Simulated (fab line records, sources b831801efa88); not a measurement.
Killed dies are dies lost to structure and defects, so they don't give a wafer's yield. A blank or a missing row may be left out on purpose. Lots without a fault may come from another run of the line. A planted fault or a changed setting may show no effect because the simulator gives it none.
fab line records | flow sky130
record lots=12 wafers=36 last_day=50
route steps=708 shown RES_PROTECT@214 METAL4@635 METAL5@677 PAD_OPEN@701
lots that met no fault: from a run of the same line without faults
start_h: hours from the record's first day to the start of the lot's first wafer shown | wait_h: hours since the lot's step before | " the same as in the row above | L1.1+2: a row that stands for several wafers | - no value, or no start given | * or withheld: withheld | < > ~ a bound
route shown NAME@n: a module of which the file shows steps, and the number in the route of the first | usual: mean/standard deviation of fault-free wafers | same: alike in all rows | chamber/n: place in a boat | sites: the reading at each site | _std_site: their standard deviation | _edge_site: outer sites' mean less inner sites' | radius_mm: how far each site lies from the wafer's centre | mask NAME#n: copy n | behind: the tool/chamber that last shaped the wafer | hold: why the lot was held/for how many hours/how that ended | device: the transistor (n, p or np) that didn't switch | end of line: the same wafers' tests at the end of the route | a step without rows: its recipe alone | killed: dies lost to structure and defects at the first sort, not the wafer's yield | map: a wafer's dies, x killed, . not, _ none there
set.NAME: the setting as run; set.NAME@STEP: as run at that earlier step | model.NAME: the simulator's own value behind a step, which no gauge read
steps of the route over a sample of lots; a table a step, a row a wafer
services: from which hour (start_h, from the record's first day; less than 0 if before it) a tool's chamber was out of use, for how many hours, and why
## steps
# step SKY_RES_PROTECT_STRIP_07
# recipe chemistry=O2/N2 power_w=1400 pressure_mtorr=1500 platen_temp_c=withheld o2_flow_sccm=3000 n2_flow_sccm=300 overash_fraction=0.5
# usual drypump_motor_current_A=5.53/0.28 oes_product_au=0.517/0.0049 strip_time_to_endpoint_s=23.28/0.047
# columns lot.wafer tool chamber start_h wait_h drypump_motor_current_A oes_product_au rf_hours_counter_h strip_time_to_endpoint_s
L172.2 plasma_asher-04 1 357.14 0.1 5.03 0.514 54 23.26
L172.3 " 0 " " 5.61 0.516 - 23.25
L172.4 " 1 " " 5.02 0.520 - 23.24
L173.1 plasma_asher-04 1 365.72 0.1 5.03 0.514 55 23.35
L173.5 " 1 " " 5.05 0.511 - 23.36
L173.6 " 0 " " 5.64 0.524 - 23.37
L174.1 plasma_asher-01 1 373.69 0.1 5.51 0.512 25 23.27
L174.3 " 0 " " 5.46 0.516 - 23.30
L174.5 " 1 " " 5.47 0.516 - 23.28
L177.2 plasma_asher-04 0 406.42 0.1 5.63 0.517 59 23.24
L177.4 " 1 " " 5.01 0.510 - 23.23
L177.5 " 0 " " 5.64 0.521 - 23.24
L176.1 plasma_asher-03 0 406.44 0.1 5.98 0.515 72 23.35
L176.2 " 1 " " 5.59 0.519 72 23.35
L176.4 " 0 " " 6.01 0.517 - 23.33
L178.2 plasma_asher-03 1 413.19 0.1 5.57 0.518 72 23.32
L178.5 " 0 " " 5.98 0.513 - 23.29
L178.6 " 1 " " 5.56 0.518 - 23.29
L179.4 plasma_asher-03 0 418.93 0.1 6.02 0.522 - 23.23
L179.5 " 0 " " 5.98 0.520 - 23.25
L179.6 " 1 " " 5.62 0.513 - 23.20
L180.3 plasma_asher-04 0 419.23 0.1 5.61 0.511 - 23.32
L180.5 " 0 " " 5.61 0.521 - 23.28
L180.6 " 1 " " 5.07 0.519 - 23.31
L182.1 plasma_asher-04 0 447.17 0.1 5.65 0.510 64 23.15
L182.3 " 1 " " 5.06 0.521 - 23.19
L182.6 " 1 " " 5.04 0.517 - 23.21
L186.1 plasma_asher-04 1 477.27 0.1 5.06 0.520 66 23.21
L186.2 " 0 " " 5.63 0.507 66 23.24
L186.5 " 1 " " 5.02 0.519 - 23.26
L192.2 plasma_asher-04 0 527.54 0.1 5.63 0.512 72 23.37
L192.3 " 0 " " 5.62 0.516 - 23.31
L192.6 " 1 " " 5.04 0.519 - 23.35
L193.1 plasma_asher-03 1 530.32 0.1 5.51 0.519 8 23.20
L193.2 " 0 " " 6.00 0.521 8 23.26
L193.3 " 1 " " 5.52 0.511 - 23.25
# step SKY_METAL4_STRIP_19
# recipe chemistry=O2/N2 power_w=1400 pressure_mtorr=1500 platen_temp_c=withheld o2_flow_sccm=3000 n2_flow_sccm=300 overash_fraction=0.5
# usual drypump_motor_current_A=5.4/0.41 oes_product_au=0.505/0.0059 strip_time_to_endpoint_s=6.60/0.069
# columns lot.wafer tool chamber start_h wait_h drypump_motor_current_A oes_product_au rf_hours_counter_h strip_time_to_endpoint_s
L172.2 plasma_asher-02 0 995.33 0.1 5.9 0.501 25 6.59
L172.3 " 1 " " 4.7 0.506 - 6.57
L172.4 " 0 " " 5.9 0.501 - 6.61
L173.1 plasma_asher-02 1 1003.63 0.1 4.7 0.499 26 6.60
L173.5 " 1 " " 4.7 0.493 - 6.58
L173.6 " 0 " " 5.9 0.500 - 6.55
L174.1 plasma_asher-01 1 1008.03 0.1 5.5 0.509 91 6.59
L174.3 " 0 " " 5.5 0.504 - 6.56
L174.5 " 0 " " 5.4 0.513 - 6.59
L176.1 plasma_asher-02 1 1044.63 0.1 4.7 0.497 28 6.57
L176.2 " 0 " " 5.9 0.511 28 6.66
L176.4 " 0 " " 5.8 0.504 - 6.61
L177.2 plasma_asher-04 0 1047.68 0.1 5.6 0.505 120 6.71
L177.4 " 1 " " 5.0 0.508 - 6.66
L177.5 " 0 " " 5.6 0.511 - 6.61
L179.4 plasma_asher-01 1 1048.26 0.1 5.5 0.500 - 6.58
L179.5 " 0 " " 5.5 0.501 - 6.62
L179.6 " 1 " " 5.5 0.510 - 6.55
L178.2 plasma_asher-01 0 1049.78 0.1 5.5 0.498 95 6.51
L178.5 " 0 " " 5.5 0.506 - 6.52
L178.6 " 1 " " 5.4 0.505 - 6.50
L180.3 plasma_asher-01 1 1050.41 0.1 5.5 0.508 - 6.60
L180.5 " 1 " " 5.5 0.507 - 6.59
L180.6 " 0 " " 5.4 0.505 - 6.68
L182.1 plasma_asher-01 0 1061.18 0.1 5.5 0.497 96 6.45
L182.3 " 1 " " 5.5 0.495 - 6.63
L182.6 " 1 " " 5.5 0.506 - 6.59
L186.1 plasma_asher-04 1 1084.53 0.1 5.0 0.507 2 6.55
L186.2 " 0 " " 5.6 0.496 2 6.52
L186.5 " 0 " " 5.6 0.500 - 6.49
L192.2 plasma_asher-04 1 1119.38 0.1 5.0 0.516 5 6.57
L192.3 " 0 " " 5.6 0.512 - 6.60
L192.6 " 1 " " 5.0 0.516 - 6.71
L193.1 plasma_asher-02 1 1120.78 0.1 4.7 0.500 36 6.52
L193.2 " 0 " " 5.9 0.499 36 6.70
L193.3 " 1 " " 4.7 0.502 - 6.62
# step SKY_METAL5_STRIP_16
# recipe chemistry=O2/N2 power_w=1400 pressure_mtorr=1500 platen_temp_c=withheld o2_flow_sccm=3000 n2_flow_sccm=300 overash_fraction=0.5
# usual drypump_motor_current_A=5.56/0.27 oes_product_au=0.710/0.0044 strip_time_to_endpoint_s=13.04/0.12
# columns lot.wafer tool chamber start_h wait_h drypump_motor_current_A oes_product_au rf_hours_counter_h strip_time_to_endpoint_s
L172.2 plasma_asher-01 0 1044.22 0.2 5.46 0.706 94 12.99
L172.3 " 1 " " 5.47 0.712 - 12.99
L172.4 " 0 " " 5.46 0.708 - 13.02
L173.1 plasma_asher-03 1 1051.94 0.2 5.57 0.712 60 13.34
L173.5 " 1 " " 5.55 0.709 - 13.22
L173.6 " 0 " " 5.98 0.709 - 13.20
L174.1 plasma_asher-03 1 1055.12 0.2 5.54 0.712 61 12.86
L174.3 " 1 " " 5.51 0.709 - 12.91
L174.5 " 1 " " 5.55 0.726 - 13.04
L176.1 plasma_asher-01 1 1089.69 0.2 5.46 0.712 99 12.98
L176.2 " 0 " " 5.43 0.708 99 12.85
L176.4 " 1 " " 5.47 0.710 - 13.02
L177.2 plasma_asher-04 1 1093.14 0.2 5.08 0.712 3 13.03
L177.4 " 0 " " 5.65 0.718 - 13.14
L177.5 " 1 " " 5.02 0.710 - 13.06
L179.4 plasma_asher-01 1 1093.50 0.1 5.54 0.709 - 12.84
L179.5 " 1 " " 5.53 0.712 - 12.84
L179.6 " 0 " " 5.45 0.709 - 13.01
L178.2 plasma_asher-03 0 1094.82 0.2 5.98 0.705 64 13.27
L178.5 " 0 " " 5.97 0.709 - 13.08
L178.6 " 1 " " 5.55 0.708 - 13.24
L180.3 plasma_asher-04 1 1096.10 0.1 5.06 0.709 - 12.98
L180.5 " 1 " " 5.06 0.712 - 13.13
L180.6 " 0 " " 5.63 0.705 - 13.03
L182.1 plasma_asher-01 0 1105.84 0.2 5.45 0.714 101 12.93
L182.3 " 0 " " 5.48 0.708 - 12.92
L182.6 " 1 " " 5.50 0.717 - 13.05
L186.1 plasma_asher-04 0 1127.59 0.2 5.65 0.708 6 13.10
L186.2 " 1 " " 5.04 0.719 6 13.15
L186.5 " 1 " " 5.06 0.711 - 13.13
L192.2 plasma_asher-03 1 1160.74 0.2 5.53 0.704 70 12.97
L192.3 " 0 " " 6.00 0.717 - 12.88
L192.6 " 0 " " 6.00 0.709 - 12.88
L193.1 plasma_asher-03 1 1161.72 0.2 5.55 0.705 71 12.93
L193.2 " 0 " " 6.01 0.702 71 13.16
L193.3 " 0 " " 5.96 0.713 - 12.83
# step SKY_PAD_OPEN_ETCH_07
# recipe chemistry=CF4/O2 target_depth_nm=725 stop_on=AlCu source_w=800 bias_w=150 pressure_mtorr=150 cf4_flow_sccm=80 O2_flow_sccm=10 time_s=161.1
# usual drypump_motor_current_A=5.5/0.37 oes_product_au=0.978/0.0063 throttle_valve_pct=5.963/0.0089
# columns lot.wafer tool chamber start_h wait_h drypump_motor_current_A oes_product_au rf_hours_counter_h throttle_valve_pct
L172.2 rie_diel-02 0 1087.55 - 6.0 0.982 6 5.963
L172.3 " 2 " " 5.7 0.969 13 5.951
L172.4 " 3 " " 5.0 0.977 7 5.968
L173.1 rie_diel-01 3 1095.15 - 5.6 0.972 23 5.949
L173.5 " 3 " " 5.6 0.978 - 5.967
L173.6 " 2 " " 5.8 0.978 - 5.966
L174.1 rie_diel-03 0 1098.90 - 5.0 0.969 8 5.962
L174.3 " 3 " " 5.4 0.972 23 5.958
L174.5 " 3 " " 5.4 0.973 - 5.948
L176.1 rie_diel-03 1 1129.65 - 5.6 0.976 8 5.976
L176.2 " 3 " " 5.4 0.986 24 5.960
L176.4 " 0 " " 5.1 0.985 10 5.953
L177.2 rie_diel-03 3 1133.19 - 5.4 0.974 24 5.974
L177.4 " 2 " " 6.0 0.988 13 5.962
L177.5 " 0 " " 5.0 0.978 - 5.968
L179.4 rie_diel-01 3 1134.69 - 5.7 0.980 25 5.967
L179.5 " 1 " " 4.9 0.979 - 5.966
L179.6 " 0 " " 5.7 0.981 - 5.970
L178.2 rie_diel-03 1 1135.45 - 5.6 0.975 8 5.974
L178.5 " 2 " " 6.1 0.995 - 5.958
L178.6 " 3 " " 5.4 0.990 - 5.958
L180.3 rie_diel-03 2 1136.95 - 6.1 0.975 13 5.959
L180.5 " 0 " " 5.1 0.979 - 5.967
L180.6 " 1 " " 5.6 0.976 - 5.962
L182.1 rie_diel-01 0 1145.60 - 5.6 0.979 25 5.954
L182.3 " 2 " " 5.9 0.989 26 5.962
L182.6 " 1 " " 4.8 0.978 - 5.968
L186.1 rie_diel-03 0 1165.85 - 5.1 0.980 11 5.964
L186.2 " 2 " " 6.1 0.975 15 5.959
L186.5 " 0 " " 5.0 0.976 - 5.973
L192.2 rie_diel-01 1 1193.70 - 4.8 0.974 22 5.952
L192.3 " 0 " " 5.6 0.971 28 5.953
L192.6 " 3 " " 5.6 0.989 - 5.947
L193.1 rie_diel-01 2 1194.65 - 5.8 0.972 28 5.962
L193.2 " 3 " " 5.6 0.973 28 5.981
L193.3 " 0 " " 5.7 0.973 28 5.978
# step SKY_PAD_OPEN_PROBE_99
# usual killed_at_M0_to_M3=44/7.1 killed_at_M4_up=3.1/1.9 killed_at_contacts=25/5.8 killed_at_front_end=16/4.5 killed_at_other=0.3/0.52 killed_dies=88/9.1 killed_open=48/6.8 killed_short=39/5.8
# same gross_dies=492 killed_at_back_side=0
# columns lot.wafer tool chamber start_h wait_h hold killed_at_M0_to_M3 killed_at_M4_up killed_at_contacts killed_at_front_end killed_at_other killed_dies killed_open killed_short
L172.2 prober-01 - 1089.96 0.1 - 40 2 27 16 0 85 52 33
L172.3 prober-01 - 1090.01 0.2 - 56 3 23 14 0 96 59 37
L172.4 prober-01 - 1090.06 0.2 - 40 2 24 15 0 81 33 47
L173.1 prober-02 - 1097.47 0.1 - 54 2 19 16 1 92 50 42
L173.5 prober-02 - 1097.67 0.2 - 45 9 32 16 0 102 51 51
L173.6 prober-02 - 1097.72 0.2 - 38 2 21 28 0 89 44 44
L174.1 prober-01 - 1101.21 0.1 - 42 1 30 17 0 90 59 31
L174.3 prober-01 - 1101.31 0.2 - 41 2 8 18 0 69 35 34
L174.5 prober-01 - 1101.41 0.2 - 34 5 25 24 1 89 54 35
L176.1 prober-01 - 1132.15 0.1 - 45 1 34 10 0 90 49 41
L176.2 prober-01 - 1132.20 0.1 - 52 2 22 19 1 96 53 43
L176.4 prober-01 - 1132.30 0.2 - 45 1 26 19 0 91 48 43
L177.2 prober-02 - 1135.57 0.1 - 38 6 24 19 1 88 51 36
L177.4 prober-02 - 1135.67 0.2 - 50 4 37 17 1 109 66 42
L177.5 prober-02 - 1135.72 0.2 - 48 5 28 11 1 93 48 44
L179.4 prober-01 - 1137.17 0.2 - 51 3 22 11 0 87 45 41
L179.5 prober-01 - 1137.22 0.2 - 47 3 28 20 1 99 61 38
L179.6 prober-01 - 1137.27 0.2 - 61 2 24 14 1 102 54 48
L178.2 prober-02 - 1138.05 0.1 - 45 5 20 11 0 81 45 35
L178.5 prober-02 - 1138.20 0.2 - 41 3 28 17 1 90 42 48
L178.6 prober-02 - 1138.25 0.2 - 56 5 24 19 1 105 64 41
L180.3 prober-01 - 1139.40 0.2 - 47 0 25 18 0 90 50 40
L180.5 prober-01 - 1139.50 0.2 - 40 1 20 15 0 76 41 35
L180.6 prober-01 - 1139.55 0.2 - 37 2 27 12 0 78 47 31
L182.1 prober-01 - 1147.96 0.1 await_dispo/2.5h/release 43 4 20 17 69 153 38 46
L182.3 prober-01 - 1148.06 0.2 await_dispo/2.5h/release 35 2 30 19 58 144 41 45
L182.6 prober-01 - 1148.21 0.2 await_dispo/2.5h/release 30 1 21 11 53 116 35 28
L186.1 prober-01 - 1168.23 0.1 await_dispo/3.9h/release 34 2 24 21 54 135 46 35
L186.2 prober-01 - 1168.28 0.1 await_dispo/3.9h/release 40 1 30 11 53 135 51 31
L186.5 prober-01 - 1168.43 0.2 await_dispo/3.9h/release 38 5 15 11 60 129 29 40
L192.2 prober-01 - 1196.07 0.1 - 45 1 27 14 0 87 54 33
L192.3 prober-01 - 1196.12 0.2 - 48 3 21 18 0 90 41 49
L192.6 prober-01 - 1196.27 0.2 - 50 5 23 18 0 96 54 42
L193.1 prober-02 - 1196.97 0.1 - 49 4 20 18 0 91 46 44
L193.2 prober-02 - 1197.02 0.1 - 44 4 31 8 0 87 45 41
L193.3 prober-02 - 1197.07 0.2 - 40 2 23 9 3 77 47 28
# killed by level:class
L172.2 CONTACT:geometric_particle:open=11 VIA1:geometric_particle:open=9 LI_CONTACT:geometric_particle:open=7 METAL3:geometric_particle:short=7 POLY_GATE:geometric_particle:open=6 VIA2:geometric_particle:open=5 METAL1:geometric_particle:short=5 VIA1:geometric_particle:short=5
L172.3 VIA2:geometric_particle:open=16 CONTACT:geometric_particle:open=11 VIA1:geometric_particle:open=9 METAL1:geometric_particle:short=8 LI_CONTACT:geometric_particle:open=7 POLY_GATE:geometric_particle:open=6 METAL3:geometric_particle:short=6 VIA2:geometric_particle:short=5
L172.4 CONTACT:geometric_particle:open=7 CONTACT:geometric_particle:short=7 VIA3:geometric_particle:open=6 LI_CONTACT:geometric_particle:open=5 VIA2:geometric_particle:short=5 METAL2:geometric_particle:open=5 POLY_GATE:geometric_particle:short=4 SPACER:geometric_particle:short=4
L173.1 VIA1:geometric_particle:open=16 VIA1:geometric_particle:short=8 VIA2:geometric_particle:open=8 METAL1:geometric_particle:short=7 VIA3:geometric_particle:open=7 FIELD_ISO:geometric_particle:short=6 CONTACT:geometric_particle:open=6 LI_CONTACT:geometric_particle:open=5
L173.5 LI_CONTACT:geometric_particle:open=10 CONTACT:geometric_particle:open=9 LOCAL_INTERCONNECT:geometric_particle:short=7 VIA1:geometric_particle:short=7 VIA1:geometric_particle:open=6 FIELD_ISO:geometric_particle:short=5 VIA2:geometric_particle:short=5 METAL1:geometric_particle:short=5
L173.6 FIELD_ISO:geometric_particle:short=11 FIELD_ISO:geometric_particle:open=8 METAL1:geometric_particle:short=8 LI_CONTACT:geometric_particle:open=7 VIA1:geometric_particle:open=7 VIA2:geometric_particle:open=6 LI_CONTACT:geometric_particle:short=5 METAL2:geometric_particle:open=5
L174.1 LI_CONTACT:geometric_particle:open=11 CONTACT:geometric_particle:open=9 VIA1:geometric_particle:open=9 VIA2:geometric_particle:open=8 VIA3:geometric_particle:open=7 FIELD_ISO:geometric_particle:open=6 METAL1:geometric_particle:short=6 LOCAL_INTERCONNECT:geometric_particle:short=5
L174.3 VIA1:geometric_particle:open=9 FIELD_ISO:geometric_particle:short=7 VIA1:geometric_particle:short=7 VIA2:geometric_particle:open=7 FIELD_ISO:geometric_particle:open=5 VIA3:geometric_particle:open=5 METAL2:geometric_particle:short=3 POLY_GATE:geometric_particle:short=3
L174.5 CONTACT:geometric_particle:open=10 POLY_GATE:geometric_particle:open=8 VIA1:geometric_particle:open=7 FIELD_ISO:geometric_particle:open=6 VIA3:geometric_particle:open=6 CONTACT:geometric_particle:short=6 METAL4:geometric_particle:short=5 FIELD_ISO:geometric_particle:short=4
L176.1 LI_CONTACT:geometric_particle:open=11 CONTACT:geometric_particle:open=10 VIA2:geometric_particle:open=9 VIA1:geometric_particle:open=8 VIA1:geometric_particle:short=7 POLY_GATE:geometric_particle:open=4 LI_CONTACT:geometric_particle:short=4 LOCAL_INTERCONNECT:geometric_particle:short=4
L176.2 VIA1:geometric_particle:open=15 CONTACT:geometric_particle:open=12 POLY_GATE:geometric_particle:open=7 POLY_GATE:geometric_particle:short=7 METAL1:geometric_particle:short=7 VIA2:geometric_particle:short=5 VIA2:geometric_particle:open=5 VIA1:geometric_particle:short=4
L176.4 CONTACT:geometric_particle:open=14 VIA1:geometric_particle:open=12 METAL1:geometric_particle:short=8 VIA1:geometric_particle:short=8 POLY_GATE:geometric_particle:short=6 CONTACT:geometric_particle:short=5 METAL2:geometric_particle:short=5 FIELD_ISO:geometric_particle:open=4
L177.2 LI_CONTACT:geometric_particle:open=8 CONTACT:geometric_particle:open=8 VIA1:geometric_particle:open=8 VIA3:geometric_particle:open=6 CONTACT:geometric_particle:short=5 METAL2:geometric_particle:open=5 FIELD_ISO:geometric_particle:short=4 FIELD_ISO:geometric_particle:open=4
L177.4 VIA1:geometric_particle:open=14 CONTACT:geometric_particle:open=12 LI_CONTACT:geometric_particle:open=10 VIA3:geometric_particle:open=9 METAL1:geometric_particle:short=7 POLY_GATE:geometric_particle:open=6 CONTACT:geometric_particle:short=5 METAL2:geometric_particle:short=5
L177.5 VIA1:geometric_particle:open=15 LOCAL_INTERCONNECT:geometric_particle:short=9 VIA3:geometric_particle:open=8 CONTACT:geometric_particle:open=7 METAL1:geometric_particle:short=6 FIELD_ISO:geometric_particle:short=4 CONTACT:geometric_particle:short=4 VIA1:geometric_particle:short=4
L179.4 VIA1:geometric_particle:open=14 VIA1:geometric_particle:short=9 LI_CONTACT:geometric_particle:open=8 CONTACT:geometric_particle:open=7 FIELD_ISO:geometric_particle:short=5 VIA2:geometric_particle:open=5 METAL1:geometric_particle:short=4 METAL2:geometric_particle:short=4
L179.5 VIA1:geometric_particle:open=16 CONTACT:geometric_particle:open=10 LI_CONTACT:geometric_particle:open=9 VIA2:geometric_particle:open=8 VIA3:geometric_particle:open=5 METAL1:geometric_particle:short=5 POLY_GATE:geometric_particle:open=4 POLY_GATE:geometric_particle:short=4
L179.6 VIA1:geometric_particle:open=14 VIA3:geometric_particle:open=9 METAL1:geometric_particle:short=8 CONTACT:geometric_particle:short=7 VIA2:geometric_particle:open=7 LI_CONTACT:geometric_particle:open=6 VIA1:geometric_particle:short=6 VIA2:geometric_particle:short=6
L178.2 VIA1:geometric_particle:open=13 LI_CONTACT:geometric_particle:open=6 CONTACT:geometric_particle:open=6 VIA2:geometric_particle:open=6 VIA1:geometric_particle:short=5 METAL3:geometric_particle:short=5 METAL4:geometric_particle:short=5 LOCAL_INTERCONNECT:geometric_particle:short=4
L178.5 CONTACT:geometric_particle:open=10 VIA1:geometric_particle:open=7 LI_CONTACT:geometric_particle:open=6 VIA1:geometric_particle:short=6 POLY_GATE:geometric_particle:short=5 METAL1:geometric_particle:short=5 METAL2:geometric_particle:short=5 VIA2:geometric_particle:open=5
L178.6 VIA1:geometric_particle:open=28 CONTACT:geometric_particle:open=11 POLY_GATE:geometric_particle:short=7 LI_CONTACT:geometric_particle:open=6 METAL2:geometric_particle:short=5 METAL4:geometric_particle:short=5 POLY_GATE:geometric_particle:open=4 VIA1:geometric_particle:short=4
L180.3 LI_CONTACT:geometric_particle:open=10 VIA1:geometric_particle:open=10 VIA2:geometric_particle:open=8 METAL2:geometric_particle:short=8 CONTACT:geometric_particle:open=8 FIELD_ISO:geometric_particle:short=6 CONTACT:geometric_particle:short=5 VIA1:geometric_particle:short=5
L180.5 VIA3:geometric_particle:open=9 METAL2:geometric_particle:short=7 POLY_GATE:geometric_particle:short=6 CONTACT:geometric_particle:open=6 VIA1:geometric_particle:open=6 LI_CONTACT:geometric_particle:open=5 METAL1:geometric_particle:short=4 CONTACT:geometric_particle:short=4
L180.6 VIA1:geometric_particle:open=9 LOCAL_INTERCONNECT:geometric_particle:short=8 CONTACT:geometric_particle:open=8 VIA3:geometric_particle:open=8 LI_CONTACT:geometric_particle:open=6 POLY_GATE:geometric_particle:open=5 VIA2:geometric_particle:open=5 CONTACT:geometric_particle:short=4
L182.1 RES_PROTECT:unspecified=69 METAL2:geometric_particle:short=9 VIA1:geometric_particle:open=8 LI_CONTACT:geometric_particle:open=7 VIA1:geometric_particle:short=7 CONTACT:geometric_particle:open=6 LI_CONTACT:geometric_particle:short=5 FIELD_ISO:geometric_particle:open=4
L182.3 RES_PROTECT:unspecified=58 CONTACT:geometric_particle:open=9 VIA1:geometric_particle:open=8 LOCAL_INTERCONNECT:geometric_particle:short=8 FIELD_ISO:geometric_particle:open=5 CONTACT:geometric_particle:short=5 METAL2:geometric_particle:short=5 VIA3:geometric_particle:open=5
L182.6 RES_PROTECT:unspecified=53 VIA1:geometric_particle:open=6 VIA3:geometric_particle:open=6 CONTACT:geometric_particle:short=5 CONTACT:geometric_particle:open=5 LI_CONTACT:geometric_particle:short=4 METAL1:geometric_particle:short=4 LI_CONTACT:geometric_particle:open=3
L186.1 RES_PROTECT:unspecified=54 VIA1:geometric_particle:open=10 CONTACT:geometric_particle:open=8 LOCAL_INTERCONNECT:geometric_particle:short=7 FIELD_ISO:geometric_particle:short=6 LI_CONTACT:geometric_particle:open=6 VIA2:geometric_particle:open=5 POLY_GATE:geometric_particle:open=4
L186.2 RES_PROTECT:unspecified=52 VIA1:geometric_particle:open=11 CONTACT:geometric_particle:open=9 VIA2:geometric_particle:open=8 LI_CONTACT:geometric_particle:open=8 CONTACT:geometric_particle:short=5 VIA2:geometric_particle:short=5 METAL3:geometric_particle:short=5
L186.5 RES_PROTECT:unspecified=59 METAL1:geometric_particle:short=8 VIA1:geometric_particle:open=6 LOCAL_INTERCONNECT:geometric_particle:short=5 FIELD_ISO:geometric_particle:open=4 FIELD_ISO:geometric_particle:short=4 CONTACT:geometric_particle:short=4 VIA2:geometric_particle:open=4
L192.2 VIA1:geometric_particle:open=13 CONTACT:geometric_particle:open=10 VIA3:geometric_particle:open=7 VIA2:geometric_particle:open=7 LOCAL_INTERCONNECT:geometric_particle:short=5 METAL2:geometric_particle:short=5 VIA2:geometric_particle:short=5 LI_CONTACT:geometric_particle:short=4
L192.3 VIA1:geometric_particle:open=11 FIELD_ISO:geometric_particle:short=8 VIA2:geometric_particle:open=8 CONTACT:geometric_particle:open=7 METAL1:geometric_particle:short=7 METAL2:geometric_particle:short=6 LOCAL_INTERCONNECT:geometric_particle:short=5 CONTACT:geometric_particle:short=4
L192.6 VIA1:geometric_particle:open=16 CONTACT:geometric_particle:open=8 LI_CONTACT:geometric_particle:open=7 METAL3:geometric_particle:short=7 FIELD_ISO:geometric_particle:open=6 FIELD_ISO:geometric_particle:short=5 METAL1:geometric_particle:short=5 VIA3:geometric_particle:open=5
L193.1 VIA1:geometric_particle:open=11 LI_CONTACT:geometric_particle:open=9 METAL1:geometric_particle:short=9 METAL2:geometric_particle:short=7 FIELD_ISO:geometric_particle:open=6 METAL3:geometric_particle:short=5 CONTACT:geometric_particle:open=4 VIA3:geometric_particle:short=4
L193.2 CONTACT:geometric_particle:open=14 VIA1:geometric_particle:open=13 LOCAL_INTERCONNECT:geometric_particle:short=9 METAL1:geometric_particle:short=7 METAL3:geometric_particle:short=4 VIA3:geometric_particle:open=4 LI_CONTACT:geometric_particle:open=3 VIA2:geometric_particle:open=3
L193.3 VIA2:geometric_particle:open=9 CONTACT:geometric_particle:open=8 VIA1:geometric_particle:open=7 METAL2:geometric_particle:short=6 VIA3:geometric_particle:open=6 LI_CONTACT:geometric_particle:open=4 LOCAL_INTERCONNECT:geometric_particle:open=4 METAL1:geometric_particle:short=4
## services
# columns tool chamber start_h hours kind
plasma_asher-03 - 421.28 9.0 pm
plasma_asher-04 - 471.13 0.5 repair
plasma_asher-03 - 473.48 14.6 pm
plasma_asher-01 - 487.77 3.3 repair
plasma_asher-03 - 488.21 2.8 repair
plasma_asher-01 - 547.51 7.4 repair
plasma_asher-04 - 597.72 28.1 pm
plasma_asher-03 - 624.44 0.9 repair
plasma_asher-04 - 633.35 1.0 repair
plasma_asher-04 - 639.15 8.6 repair
plasma_asher-03 - 641.94 2.8 pm
plasma_asher-04 - 710.25 3.0 repair
plasma_asher-01 - 738.37 2.1 repair
plasma_asher-01 - 761.39 0.6 repair
plasma_asher-03 - 846.38 1.7 repair
plasma_asher-04 - 908.29 2.4 repair
plasma_asher-04 - 989.01 10.1 repair
plasma_asher-01 - 1015.50 2.8 pm
plasma_asher-04 - 1055.25 9.0 pm
plasma_asher-01 - 1078.17 1.4 repair
plasma_asher-01 - 1104.63 1.1 repair
plasma_asher-01 - 1106.20 2.6 repair
plasma_asher-01 - 1109.19 2.4 repair
plasma_asher-01 - 1164.85 0.5 repair
## key
first_sign step=SKY_PAD_OPEN_PROBE_99 reading=killed_at_other direction=up sigmas=58 usual=0.3 struck=57.8
effect step=SKY_PAD_OPEN_PROBE_99 reading=killed_dies direction=up sigmas=5.3 usual=88 struck=135
met_at SKY_RES_PROTECT_STRIP_07
struck_lots L182,L186
tester_left_out L182,L186
not_acting_at SKY_METAL4_STRIP_19,SKY_METAL5_STRIP_16,SKY_PAD_OPEN_ETCH_07
onset_between 419.23 447.17
fault kind=chamber_particle_source tool=plasma_asher-04 chamber=- onset_h=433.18 steps=SKY_RES_PROTECT_STRIP_07 rate_per_visit_cm2=0.95378 end_h=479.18
# tester_left_out: of these lots the tester's yield and bins aren't shown, on N5 and GAA mostly nor the transistor test; their killed dies are dies lost to structure and defects alone, not to doping, threshold or leakage, so they don't give the yield
